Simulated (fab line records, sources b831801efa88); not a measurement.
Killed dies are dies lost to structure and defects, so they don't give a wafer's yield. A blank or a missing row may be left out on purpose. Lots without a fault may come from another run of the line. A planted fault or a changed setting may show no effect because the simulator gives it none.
Which tool did it? | flow sky130 | 24 lots, 72 wafers sampled, at 4 steps of a route of 708

WHAT THE GAUGES READ, wafer by wafer
SKY_SD_P_CD_MEAS_07: target cd 380 nm.
lot  | measured     | on        | cd_nm (nm)
L075 | day 25 06:41 | cd_sem-01 | 379.6 378.3 377.5
L074 | day 25 06:50 | cd_sem-02 | 381.5 379.5 380.6
L076 | day 27 02:55 | cd_sem-01 | 378.4 377.8 379.6
L077 | day 27 04:09 | cd_sem-02 | 381.8 381.1 381.2
L078 | day 30 15:54 | cd_sem-02 | 379.9 377.1 376.6
L079 | day 30 18:05 | cd_sem-02 | 379.2 380.1 378.7
L080 | day 30 19:28 | cd_sem-01 | 382.2 381.4 380.6
L083 | day 30 20:03 | cd_sem-01 | 382.2 384.3 382.1
L085 | day 30 20:23 | cd_sem-02 | 377.1 377.9 379.3
L081 | day 30 20:25 | cd_sem-01 | 383.9 382.6 381.8
L084 | day 30 21:37 | cd_sem-02 | 378.9 379.4 380.5
L082 | day 30 22:15 | cd_sem-02 | 380.8 384.6 382.7
L086 | day 31 01:02 | cd_sem-02 | 376.2 377.1 376.0
L088 | day 31 05:29 | cd_sem-02 | 380.7 378.2 379.9
L087 | day 31 06:32 | cd_sem-01 | 380.5 378.1 380.0
L089 | day 31 06:50 | cd_sem-01 | 382.7 383.2 382.7
L090 | day 31 07:08 | cd_sem-02 | 377.9 378.8 377.7
L091 | day 31 08:06 | cd_sem-01 | 378.4 379.7 378.2
L092 | day 31 11:04 | cd_sem-02 | 379.8 380.8 381.0
L093 | day 31 19:26 | cd_sem-01 | 377.2 376.0 377.5
L094 | day 31 22:09 | cd_sem-02 | 382.4 380.9 381.0
L095 | day 32 01:43 | cd_sem-01 | 380.4 381.6 378.5
L096 | day 32 09:43 | cd_sem-02 | 383.6 381.6 381.3
L097 | day 32 22:17 | cd_sem-01 | 380.9 385.4 381.3

SKY_SD_N_CD_MEAS_07: target cd 380 nm.
lot  | measured     | on        | cd_nm (nm)
L075 | day 27 16:16 | cd_sem-01 | 382.0 383.1 381.3
L074 | day 27 17:17 | cd_sem-01 | 378.6 380.9 379.1
L076 | day 29 11:21 | cd_sem-02 | 379.4 381.3 381.0
L077 | day 29 12:47 | cd_sem-01 | 379.3 382.0 379.5
L078 | day 32 22:53 | cd_sem-02 | 383.0 380.6 383.0
L079 | day 33 01:15 | cd_sem-02 | 382.7 384.0 383.2
L080 | day 33 02:13 | cd_sem-02 | 376.8 378.7 379.5
L083 | day 33 03:32 | cd_sem-02 | 380.3 379.1 378.5
L085 | day 33 03:47 | cd_sem-02 | 380.3 383.9 380.9
L081 | day 33 04:04 | cd_sem-02 | 380.5 381.1 378.0
L084 | day 33 05:47 | cd_sem-01 | 381.2 379.3 379.4
L082 | day 33 06:02 | cd_sem-01 | 380.5 378.3 378.8
L086 | day 33 07:12 | cd_sem-02 | 376.4 377.7 376.3
L088 | day 33 11:50 | cd_sem-01 | 378.9 378.7 378.8
L087 | day 33 12:35 | cd_sem-02 | 378.3 379.3 379.8
L089 | day 33 12:51 | cd_sem-01 | 379.2 381.0 380.1
L090 | day 33 14:33 | cd_sem-02 | 381.1 384.5 383.5
L091 | day 33 14:44 | cd_sem-01 | 376.0 378.5 374.6
L092 | day 33 16:33 | cd_sem-01 | 377.6 375.5 372.3
L093 | day 34 00:46 | cd_sem-01 | 381.2 381.0 380.6
L094 | day 34 04:11 | cd_sem-01 | 380.0 382.6 381.2
L095 | day 34 07:39 | cd_sem-01 | 383.8 381.9 380.8
L096 | day 34 15:04 | cd_sem-01 | 380.2 377.7 380.0
L097 | day 35 04:11 | cd_sem-01 | 379.0 377.9 378.3

SKY_SD_N_OVL_MEAS_08.
lot  | measured     | on         | SD_N_OVL (nm)
L075 | day 27 16:23 | overlay-02 | 1.1 -0.8 0.6
L074 | day 27 17:25 | overlay-02 | 0.9 0.9 0.6
L076 | day 29 11:28 | overlay-02 | -1.2 0.9 0.4
L077 | day 29 12:55 | overlay-02 | 1.1 1.2 1.8
L078 | day 32 23:01 | overlay-02 | -1.8 -0.6 -0.2
L079 | day 33 01:22 | overlay-02 | -0.9 0.8 0.0
L080 | day 33 02:20 | overlay-02 | 1.4 -0.5 0.5
L083 | day 33 03:40 | overlay-02 | 0.4 -0.3 1.2
L085 | day 33 03:53 | overlay-02 | 1.4 2.1 1.4
L081 | day 33 04:11 | overlay-02 | 0.8 1.3 -0.2
L084 | day 33 05:53 | overlay-02 | -0.9 -0.5 -1.1
L082 | day 33 06:10 | overlay-01 | -0.7 -1.9 -1.4
L086 | day 33 07:19 | overlay-02 | 1.0 1.3 0.2
L088 | day 33 11:56 | overlay-01 | 0.5 0.8 1.2
L087 | day 33 12:43 | overlay-01 | -2.0 -1.1 -1.5
L089 | day 33 12:58 | overlay-01 | 0.3 0.2 0.2
L090 | day 33 14:40 | overlay-02 | 1.1 1.9 0.0
L091 | day 33 14:52 | overlay-01 | -1.1 -0.3 -0.6
L092 | day 33 16:40 | overlay-02 | 0.0 -0.9 -0.1
L093 | day 34 00:53 | overlay-01 | -0.1 0.5 -0.2
L094 | day 34 04:19 | overlay-01 | -2.8 -2.8 -1.3
L095 | day 34 07:46 | overlay-02 | 0.5 -0.6 0.6
L096 | day 34 15:11 | overlay-01 | -1.2 -2.7 -1.8
L097 | day 35 04:16 | overlay-02 | 0.1 -1.2 -0.4

SKY_METAL4_OVL_MEAS_14.
lot  | measured     | on         | METAL4_OVL (nm)
L075 | day 41 10:38 | overlay-02 | 7 10 9
L074 | day 41 12:52 | overlay-02 | 16 10 16
L076 | day 42 23:26 | overlay-01 | 6 -1 9
L077 | day 43 02:07 | overlay-02 | 2 -2 -2
L078 | day 45 21:37 | overlay-01 | 11 10 12
L079 | day 45 23:51 | overlay-02 | 15 6 13
L080 | day 45 22:56 | overlay-01 | 10 3 8
L083 | day 46 00:19 | overlay-01 | 5 2 5
L085 | day 46 01:08 | overlay-02 | -3 1 3
L081 | day 46 00:51 | overlay-01 | 10 7 5
L084 | day 46 01:20 | overlay-01 | 5 8 9
L082 | day 46 02:06 | overlay-02 | 0 6 10
L086 | day 46 03:13 | overlay-01 | 8 8 7
L088 | day 46 04:29 | overlay-02 | 11 9 9
L087 | day 46 05:42 | overlay-01 | -1 9 8
L089 | day 46 08:56 | overlay-01 | 7 16 14
L090 | day 46 06:34 | overlay-02 | 0 3 3
L091 | day 46 07:46 | overlay-01 | 6 1 7
L092 | day 46 09:31 | overlay-01 | 3 -4 2
L093 | day 46 14:43 | overlay-02 | 6 10 7
L094 | day 46 16:22 | overlay-02 | 11 6 11
L095 | day 46 18:13 | overlay-02 | 5 11 15
L096 | day 47 02:08 | overlay-01 | 5 9 6
L097 | day 47 14:44 | overlay-02 | 4 2 7

WHICH TOOL RAN EACH LOT (tool, then ch and the chambers of the sampled wafers, then the start)
The record holds no process step before these readings.

WHAT THE TOOLS THEMSELVES READ (means of the sampled wafers that have a number; where no wafer has one, the mark that the record gives instead)
The record holds no such reading with a usual standard deviation.

THE ANSWER, worked out from the rows above alone
Rule: what is usual is taken from the lots themselves. Put in order of their means at a reading, lots are off if they are a third of the lots or fewer, leave a main group of 4 or more, and stand apart from it by a gap of 3 or more times the standard deviation of the main group's means; of several such gaps the widest counts. A main group whose means are all the same, to the digits that the tables above print for the reading, isn't used. A lot without any number at a reading at which 4 lots or more have one is off too. The other lots that the step has rows for count as sound. The gauges are gone through in route order, then the tools' own readings, and for those a lot's mean is taken as printed above. The first step at which some lot is off is used, and at that step the reading that is off furthest; a lot without a number counts as furthest.
No lot is off at any reading shown: from this, nothing can be told.

WHAT THE SIMULATOR HAD PUT IN
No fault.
